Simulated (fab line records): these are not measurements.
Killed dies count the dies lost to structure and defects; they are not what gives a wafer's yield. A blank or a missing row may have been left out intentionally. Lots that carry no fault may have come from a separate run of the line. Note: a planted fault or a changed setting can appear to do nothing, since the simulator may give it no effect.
Which tool is to blame? + flow gf180mcu + 24 lots with 72 wafers sampled at 5 steps, on a route of 602 steps

WHAT THE GAUGES READ, wafer by wafer
GF_STI_THK_MEAS_04. Usual: STI_CVD_03_THK 207.2 nm, standard deviation 1.9.
| lot  | measured    | on            | STI_CVD_03_THK (nm) | flag |
|------|-------------|---------------|---------------------|------|
| L074 | day 1 13:34 | film-metro-02 | 207.7 206.5 205.4   |      |
| L075 | day 1 18:34 | film-metro-03 | 206.7 208.4 206.2   |      |
| L076 | day 2 00:34 | film-metro-03 | 207.4 206.4 205.3   |      |
| L077 | day 2 04:34 | film-metro-03 | 204.3 205.6 205.0   |      |
| L078 | day 2 09:34 | film-metro-04 | 210.5 208.4 210.7   |      |
| L079 | day 2 14:35 | film-metro-04 | 210.9 209.3 210.2   |      |
| L080 | day 2 20:14 | film-metro-03 | 205.4 206.9 205.5   |      |
| L081 | day 3 00:34 | film-metro-02 | 206.8 206.0 207.9   |      |
| L082 | day 3 07:05 | film-metro-02 | 208.9 210.6 209.1   |      |
| L083 | day 3 10:34 | film-metro-03 | 205.7 208.5 205.6   |      |
| L084 | day 3 15:55 | film-metro-03 | 205.6 203.9 203.0   |      |
| L085 | day 3 22:26 | film-metro-04 | 206.6 208.5 207.5   |      |
| L086 | day 4 01:46 | film-metro-03 | 209.8 210.4 208.9   |      |
| L087 | day 4 10:37 | film-metro-02 | 205.3 207.4 204.9   |      |
| L088 | day 4 15:22 | film-metro-04 | 205.9 204.5 206.3   |      |
| L089 | day 4 19:52 | film-metro-04 | 208.4 209.8 208.3   |      |
| L090 | day 5 00:30 | film-metro-03 | 205.7 205.3 204.6   |      |
| L091 | day 5 02:59 | film-metro-02 | 207.0 209.4 207.1   |      |
| L092 | day 5 08:00 | film-metro-04 | 207.4 209.5 207.6   |      |
| L093 | day 5 13:33 | film-metro-02 | 209.8 207.8 208.7   |      |
| L094 | day 5 17:35 | film-metro-03 | 208.6 208.1 209.5   |      |
| L095 | day 5 22:44 | film-metro-03 | 206.1 206.4 208.7   |      |
| L096 | day 6 04:54 | film-metro-03 | 208.9 206.3 207.1   |      |
| L097 | day 6 09:11 | film-metro-04 | 204.7 204.8 203.2   |      |

GF_SALICIDE_THK_MEAS_05: measures by xrf. Usual: SALICIDE_TIN_THK 20.03 nm, standard deviation 0.27.
| lot  | measured     | on            | SALICIDE_TIN_THK (nm) | flag |
|------|--------------|---------------|-----------------------|------|
| L074 | day 15 06:10 | film-metro-01 | 20.36 20.20 20.23     |      |
| L075 | day 15 07:06 | film-metro-01 | 19.79 19.79 19.93     |      |
| L076 | day 15 16:28 | film-metro-01 | 20.23 20.00 19.89     |      |
| L077 | day 16 07:38 | film-metro-02 | 20.59 20.47 20.56     |      |
| L078 | day 16 10:04 | film-metro-02 | 20.37 20.40 20.50     |      |
| L079 | day 16 17:19 | film-metro-02 | 19.99 19.92 19.84     |      |
| L080 | day 17 08:04 | film-metro-02 | 20.00 20.05 20.00     |      |
| L081 | day 17 10:48 | film-metro-01 | 19.58 19.69 19.59     |      |
| L082 | day 17 19:29 | film-metro-01 | 20.01 19.72 19.80     |      |
| L083 | day 18 01:54 | film-metro-01 | 20.40 20.27 20.24     |      |
| L084 | day 18 13:05 | film-metro-03 | 19.81 19.77 19.75     |      |
| L085 | day 19 00:54 | film-metro-01 | 20.18 20.33 20.16     |      |
| L086 | day 19 03:55 | film-metro-03 | 19.98 19.91 19.87     |      |
| L087 | day 20 03:37 | film-metro-02 | 20.36 20.40 20.60     |      |
| L088 | day 20 08:27 | film-metro-03 | 19.92 19.93 20.16     |      |
| L089 | day 20 17:51 | film-metro-03 | 20.15 20.18 20.11     |      |
| L090 | day 21 02:14 | film-metro-03 | 19.79 19.84 19.88     |      |
| L091 | day 21 06:20 | film-metro-03 | 20.16 20.26 20.12     |      |
| L092 | day 21 16:17 | film-metro-03 | 19.68 19.76 19.78     |      |
| L093 | day 22 06:27 | film-metro-03 | 20.16 20.26 20.02     |      |
| L094 | day 22 06:46 | film-metro-03 | 19.46 19.50 19.77     |      |
| L095 | day 22 12:49 | film-metro-02 | 19.78 19.66 19.91     |      |
| L096 | day 23 10:22 | film-metro-02 | 20.18 20.22 20.18     |      |
| L097 | day 23 13:28 | film-metro-03 | 19.88 19.71 19.73     |      |

GF_V1_THK_MEAS_01. Usual: V1_CVD_00_THK 616 nm, standard deviation 6.3.
| lot  | measured     | on            | V1_CVD_00_THK (nm) | flag |
|------|--------------|---------------|--------------------|------|
| L074 | day 17 05:37 | film-metro-04 | 621 619 611        |      |
| L075 | day 17 06:08 | film-metro-02 | 621 615 625        |      |
| L076 | day 17 16:43 | film-metro-03 | 615 619 611        |      |
| L077 | day 18 07:47 | film-metro-04 | 618 608 616        |      |
| L078 | day 18 10:21 | film-metro-03 | 607 609 607        |      |
| L079 | day 18 18:40 | film-metro-02 | 623 612 628        |      |
| L080 | day 19 09:34 | film-metro-03 | 618 617 619        |      |
| L081 | day 19 12:48 | film-metro-03 | 619 613 613        |      |
| L082 | day 19 22:21 | film-metro-02 | 617 611 616        |      |
| L083 | day 20 06:00 | film-metro-02 | 616 618 609        |      |
| L084 | day 20 17:45 | film-metro-02 | 619 619 621        |      |
| L085 | day 21 04:28 | film-metro-03 | 615 621 611        |      |
| L086 | day 21 07:58 | film-metro-03 | 625 624 624        |      |
| L087 | day 22 06:37 | film-metro-02 | 610 615 618        |      |
| L088 | day 22 10:46 | film-metro-03 | 625 634 630        |      |
| L089 | day 22 18:27 | film-metro-03 | 604 600 601        |      |
| L090 | day 23 04:08 | film-metro-03 | 610 612 609        |      |
| L091 | day 23 08:03 | film-metro-03 | 623 618 614        |      |
| L092 | day 23 17:28 | film-metro-03 | 616 615 622        |      |
| L093 | day 24 07:01 | film-metro-04 | 608 610 609        |      |
| L094 | day 24 07:17 | film-metro-02 | 610 608 610        |      |
| L095 | day 24 13:16 | film-metro-03 | 625 622 622        |      |
| L096 | day 25 08:58 | film-metro-03 | 620 610 615        |      |
| L097 | day 25 12:27 | film-metro-02 | 619 614 621        |      |

TOOL THAT RAN EACH LOT (tool first, then ch and the chambers of the sampled wafers, then the start)
| lot  | GF_POLY_GATE_ETCH_13             | GF_CONTACT_STRIP_18                  |
|------|----------------------------------|--------------------------------------|
| L074 | rie-si-01 ch 0,1,3, day 9 06:59  | plasma-asher-03 ch 0,1, day 16 04:53 |
| L075 | rie-si-01 ch 2,3, day 9 08:32    | plasma-asher-03 ch 0,1, day 16 06:17 |
| L076 | rie-si-01 ch 1,2,3, day 9 15:53  | plasma-asher-01 ch 0, day 16 15:42   |
| L077 | rie-si-02 ch 0,1,2, day 10 03:08 | plasma-asher-03 ch 0,1, day 17 07:27 |
| L078 | rie-si-02 ch 0,1,2, day 10 08:26 | plasma-asher-01 ch 0,1, day 17 09:29 |
| L079 | rie-si-02 ch 1,3, day 10 12:17   | plasma-asher-02 ch 0,1, day 17 17:03 |
| L080 | rie-si-01 ch 1,2, day 10 23:44   | plasma-asher-02 ch 0,1, day 18 07:50 |
| L081 | rie-si-02 ch 0,1,3, day 11 03:03 | plasma-asher-03 ch 0,1, day 18 10:35 |
| L082 | rie-si-01 ch 1,3, day 11 09:59   | plasma-asher-01 ch 0,1, day 18 19:44 |
| L083 | rie-si-01 ch 1,2,3, day 11 16:14 | plasma-asher-03 ch 0,1, day 19 03:06 |
| L084 | rie-si-02 ch 0,1,3, day 12 00:47 | plasma-asher-02 ch 0,1, day 19 14:50 |
| L085 | rie-si-01 ch 1,2,3, day 12 10:05 | plasma-asher-03 ch 0,1, day 20 02:14 |
| L086 | rie-si-02 ch 0,3, day 12 12:38   | plasma-asher-03 ch 0,1, day 20 05:53 |
| L087 | rie-si-02 ch 0,3, day 13 04:47   | plasma-asher-01 ch 0,1, day 21 04:59 |
| L088 | rie-si-02 ch 0,2,3, day 13 08:57 | plasma-asher-01 ch 0,1, day 21 09:38 |
| L089 | rie-si-01 ch 1,2, day 13 16:34   | plasma-asher-01 ch 0, day 21 18:05   |
| L090 | rie-si-01 ch 0,2, day 13 22:44   | plasma-asher-01 ch 0,1, day 22 03:08 |
| L091 | rie-si-01 ch 0,3, day 14 05:50   | plasma-asher-03 ch 0,1, day 22 06:47 |
| L092 | rie-si-02 ch 2,3, day 14 15:59   | plasma-asher-01 ch 0,1, day 22 16:51 |
| L093 | rie-si-01 ch 0,2,3, day 15 01:26 | plasma-asher-03 ch 0,1, day 23 06:47 |
| L094 | rie-si-02 ch 0,1, day 15 02:52   | plasma-asher-02 ch 0,1, day 23 07:08 |
| L095 | rie-si-02 ch 0,3, day 15 09:01   | plasma-asher-01 ch 0,1, day 23 12:41 |
| L096 | rie-si-02 ch 0,3, day 16 06:52   | plasma-asher-03 ch 0,1, day 24 09:29 |
| L097 | rie-si-02 ch 0,1,3, day 16 09:58 | plasma-asher-02 ch 0,1, day 24 13:03 |
- GF_POLY_GATE_ETCH_13: etches poly-Si in HBr/Cl2, stops on SiO2, target depth 198.5 nm, time 69.6 s.
- GF_CONTACT_STRIP_18: strips in O2/N2.

WHAT THE TOOLS THEMSELVES READ (means of the sampled wafers that have a number; where no wafer has one, the mark that the record gives instead)
GF_POLY_GATE_ETCH_13. Usual: drypump-motor-current-A 5.9 A, standard deviation 0.54; oes-product-au 0.987 a.u., standard deviation 0.0076; throttle-valve-pct 33.684 %, standard deviation 0.0087.
| lot  | tool      | drypump-motor-current-A (A) | oes-product-au (a.u.) | throttle-valve-pct (%) | flag |
|------|-----------|-----------------------------|-----------------------|------------------------|------|
| L074 | rie-si-01 | 5.7                         | 0.990                 | 33.681                 |      |
| L075 | rie-si-01 | 5.5                         | 0.978                 | 33.688                 |      |
| L076 | rie-si-01 | 5.8                         | 0.983                 | 33.678                 |      |
| L077 | rie-si-02 | 5.9                         | 0.982                 | 33.685                 |      |
| L078 | rie-si-02 | 5.9                         | 0.989                 | 33.691                 |      |
| L079 | rie-si-02 | 6.4                         | 0.985                 | 33.693                 |      |
| L080 | rie-si-01 | 5.9                         | 0.996                 | 33.675                 |      |
| L081 | rie-si-02 | 6.1                         | 0.984                 | 33.674                 |      |
| L082 | rie-si-01 | 5.8                         | 0.976                 | 33.688                 |      |
| L083 | rie-si-01 | 5.8                         | 0.992                 | 33.676                 |      |
| L084 | rie-si-02 | 6.0                         | 0.985                 | 33.686                 |      |
| L085 | rie-si-01 | 5.8                         | 0.985                 | 33.684                 |      |
| L086 | rie-si-02 | 5.6                         | 0.992                 | 33.686                 |      |
| L087 | rie-si-02 | 5.6                         | 0.982                 | 33.686                 |      |
| L088 | rie-si-02 | 5.9                         | 0.987                 | 33.682                 |      |
| L089 | rie-si-01 | 6.2                         | 0.990                 | 33.691                 |      |
| L090 | rie-si-01 | 5.2                         | 0.985                 | 33.692                 |      |
| L091 | rie-si-01 | 5.4                         | 0.989                 | 33.697                 |      |
| L092 | rie-si-02 | 6.3                         | 0.995                 | 33.672                 |      |
| L093 | rie-si-01 | 5.4                         | 0.985                 | 33.689                 |      |
| L094 | rie-si-02 | 6.1                         | 0.987                 | 33.678                 |      |
| L095 | rie-si-02 | 6.0                         | 0.980                 | 33.690                 |      |
| L096 | rie-si-02 | 6.0                         | 0.991                 | 33.682                 |      |
| L097 | rie-si-02 | 6.1                         | 0.985                 | 33.689                 |      |

GF_CONTACT_STRIP_18. Usual: drypump-motor-current-A 5.73 A, standard deviation 0.1; heater-power-w 345 W, standard deviation 38; oes-product-au 0.580 a.u., standard deviation 0.0055.
| lot  | tool            | drypump-motor-current-A (A) | heater-power-w (W) | oes-product-au (a.u.) | flag |
|------|-----------------|-----------------------------|--------------------|-----------------------|------|
| L074 | plasma-asher-03 | 5.68                        | 367                | 0.579                 |      |
| L075 | plasma-asher-03 | 5.68                        | 369                | 0.581                 |      |
| L076 | plasma-asher-01 | 5.73                        | 358                | 0.586                 |      |
| L077 | plasma-asher-03 | 5.67                        | 368                | 0.578                 |      |
| L078 | plasma-asher-01 | 5.82                        | 306                | 0.579                 |      |
| L079 | plasma-asher-02 | 5.73                        | 349                | 0.579                 |      |
| L080 | plasma-asher-02 | 5.63                        | 324                | 0.576                 |      |
| L081 | plasma-asher-03 | 5.67                        | 369                | 0.583                 |      |
| L082 | plasma-asher-01 | 5.80                        | 336                | 0.580                 |      |
| L083 | plasma-asher-03 | 5.68                        | 371                | 0.579                 |      |
| L084 | plasma-asher-02 | 5.62                        | 335                | 0.583                 |      |
| L085 | plasma-asher-03 | 5.67                        | 371                | 0.578                 |      |
| L086 | plasma-asher-03 | 5.65                        | 367                | 0.578                 |      |
| L087 | plasma-asher-01 | 5.81                        | 307                | 0.573                 |      |
| L088 | plasma-asher-01 | 5.78                        | 331                | 0.578                 |      |
| L089 | plasma-asher-01 | 5.74                        | 359                | 0.579                 |      |
| L090 | plasma-asher-01 | 5.80                        | 335                | 0.588                 |      |
| L091 | plasma-asher-03 | 5.68                        | 372                | 0.579                 |      |
| L092 | plasma-asher-01 | 5.81                        | 333                | 0.581                 |      |
| L093 | plasma-asher-03 | 5.68                        | 369                | 0.581                 |      |
| L094 | plasma-asher-02 | 5.73                        | 363                | 0.584                 |      |
| L095 | plasma-asher-01 | 5.78                        | 339                | 0.579                 |      |
| L096 | plasma-asher-03 | 5.68                        | 362                | 0.574                 |      |
| L097 | plasma-asher-02 | 5.72                        | 360                | 0.581                 |      |

THE ANSWER, worked out from the rows above alone
Rule: lot off if the mean of its wafers having a number is beyond 3 standard deviations from the usual mean. Also off: a lot with no number at a reading for which 4 or more lots have one. All remaining lots with rows at the step are treated as sound. Order of review: gauges by route order, followed by the tools' own readings, for which a lot's mean as printed above is used. The first step at which some lot is off is used, and at that step the reading that is off furthest; a lot without a number counts as furthest.
Across all readings shown, no lot is off: no conclusion can be drawn from this.

WHAT WAS PUT IN BY THE SIMULATOR
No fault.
